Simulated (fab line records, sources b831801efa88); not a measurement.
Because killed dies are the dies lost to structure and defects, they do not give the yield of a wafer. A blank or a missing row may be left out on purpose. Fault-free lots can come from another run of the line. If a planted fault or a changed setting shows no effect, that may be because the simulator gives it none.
Which tool is to blame? -- flow gf180mcu -- 14 lots, 42 wafers sampled, at 3 steps of a route of 602

## WHAT THE GAUGES READ, wafer by wafer
GF_M1_CD_MEAS_14 targets a cd of 230 nm. Usual: cdNm 230.2 nm, standard deviation 1.2.
lot,measured,on,cdNm (nm),flag
L364,day 18 08:54,cdSem-02,228.5 227.8 229.2,
L365,day 18 14:26,cdSem-01,231.6 231.2 229.6,
L366,day 19 00:22,cdSem-02,229.8 230.2 231.0,
L367,day 19 07:17,cdSem-01,229.1 228.5 229.4,
L370,day 20 17:55,cdSem-01,231.0 231.2 231.9,
L371,day 20 22:34,cdSem-01,228.4 228.0 228.4,
L373,day 21 14:58,cdSem-02,229.7 230.5 230.3,
L374,day 22 00:48,cdSem-02,228.8 228.0 228.5,
L375,day 22 05:51,cdSem-02,228.5 229.3 230.0,
L376,day 22 13:04,cdSem-01,231.3 231.9 231.3,
L377,day 22 20:55,cdSem-01,230.8 231.1 230.9,
L378,day 23 11:54,cdSem-02,231.4 231.8 230.6,
L383,day 24 18:16,cdSem-02,228.6 228.9 229.5,
L384,day 25 09:13,cdSem-01,231.2 230.4 231.6,

## TOOL THAT RAN EACH LOT (tool first, then ch and the chambers of the sampled wafers, then the start)
lot,GF_CONTACT_SPUTTER_22,GF_M1_SPUTTER_03
L364,"pvdSputter-01, day 17 07:52","pvdSputter-04, day 17 08:43"
L365,"pvdSputter-03, day 17 13:56","pvdSputter-04, day 17 14:47"
L366,"pvdSputter-02, day 17 23:17","pvdSputter-04, day 18 00:07"
L367,"pvdSputter-01, day 18 05:58","pvdSputter-02, day 18 06:49"
L370,"pvdSputter-02, day 19 16:26","pvdSputter-03, day 19 17:17"
L371,"pvdSputter-01, day 19 21:22","pvdSputter-04, day 19 22:12"
L373,"pvdSputter-01, day 20 14:14","pvdSputter-03, day 20 15:05"
L374,"pvdSputter-03, day 21 00:11","pvdSputter-03, day 21 01:02"
L375,"pvdSputter-03, day 21 04:59","pvdSputter-02, day 21 05:50"
L376,"pvdSputter-02, day 21 12:40","pvdSputter-04, day 21 13:30"
L377,"pvdSputter-02, day 21 20:55","pvdSputter-02, day 21 21:46"
L378,"pvdSputter-01, day 22 12:05","pvdSputter-03, day 22 12:56"
L383,"pvdSputter-03, day 23 19:40","pvdSputter-04, day 23 20:30"
L384,"pvdSputter-02, day 24 10:00","pvdSputter-03, day 24 10:50"
- GF_CONTACT_SPUTTER_22: material Ti, target thk 15 nm, time 80.02 s.
- GF_M1_SPUTTER_03: material Ti, target thk 10 nm, time 6.7 s.

## AS READ BY THE TOOLS THEMSELVES (means over the sampled wafers that have a number; for cases with no such wafer, the mark the record gives instead)
GF_CONTACT_SPUTTER_22. Usual: throttleValvePct 29.8 %, standard deviation 1.1.
lot,tool,throttleValvePct (%),flag
L364,pvdSputter-01,29.0,
L365,pvdSputter-03,30.6,
L366,pvdSputter-02,30.1,
L367,pvdSputter-01,28.3,
L370,pvdSputter-02,29.7,
L371,pvdSputter-01,29.1,
L373,pvdSputter-01,29.2,
L374,pvdSputter-03,29.5,
L375,pvdSputter-03,30.8,
L376,pvdSputter-02,29.8,
L377,pvdSputter-02,29.7,
L378,pvdSputter-01,29.7,
L383,pvdSputter-03,30.4,
L384,pvdSputter-02,30.1,

GF_M1_SPUTTER_03. Usual: throttleValvePct 29.8 %, standard deviation 0.94.
lot,tool,throttleValvePct (%),flag
L364,pvdSputter-04,29.6,
L365,pvdSputter-04,29.9,
L366,pvdSputter-04,29.7,
L367,pvdSputter-02,29.7,
L370,pvdSputter-03,28.6,
L371,pvdSputter-04,29.4,
L373,pvdSputter-03,30.1,
L374,pvdSputter-03,29.4,
L375,pvdSputter-02,30.3,
L376,pvdSputter-04,29.6,
L377,pvdSputter-02,29.7,
L378,pvdSputter-03,31.0,
L383,pvdSputter-04,29.8,
L384,pvdSputter-03,29.7,

## THE ANSWER, worked out from the rows above alone
Rule: take the mean of a lot's wafers that have a number; if it is more than 3 standard deviations from the usual mean, the lot is off. A lot without any number at a reading at which 4 lots or more have one is off too. Where the step has rows for the other lots, those lots are counted as sound. First the gauges in route order, then the tools' own readings, where a lot's mean is used as printed above. The first step at which some lot is off is used, and at that step the reading that is off furthest; a lot without a number counts as furthest.
No lot is off on any of the readings shown, so nothing can be concluded from this.

## WHAT WAS PUT IN BY THE SIMULATOR
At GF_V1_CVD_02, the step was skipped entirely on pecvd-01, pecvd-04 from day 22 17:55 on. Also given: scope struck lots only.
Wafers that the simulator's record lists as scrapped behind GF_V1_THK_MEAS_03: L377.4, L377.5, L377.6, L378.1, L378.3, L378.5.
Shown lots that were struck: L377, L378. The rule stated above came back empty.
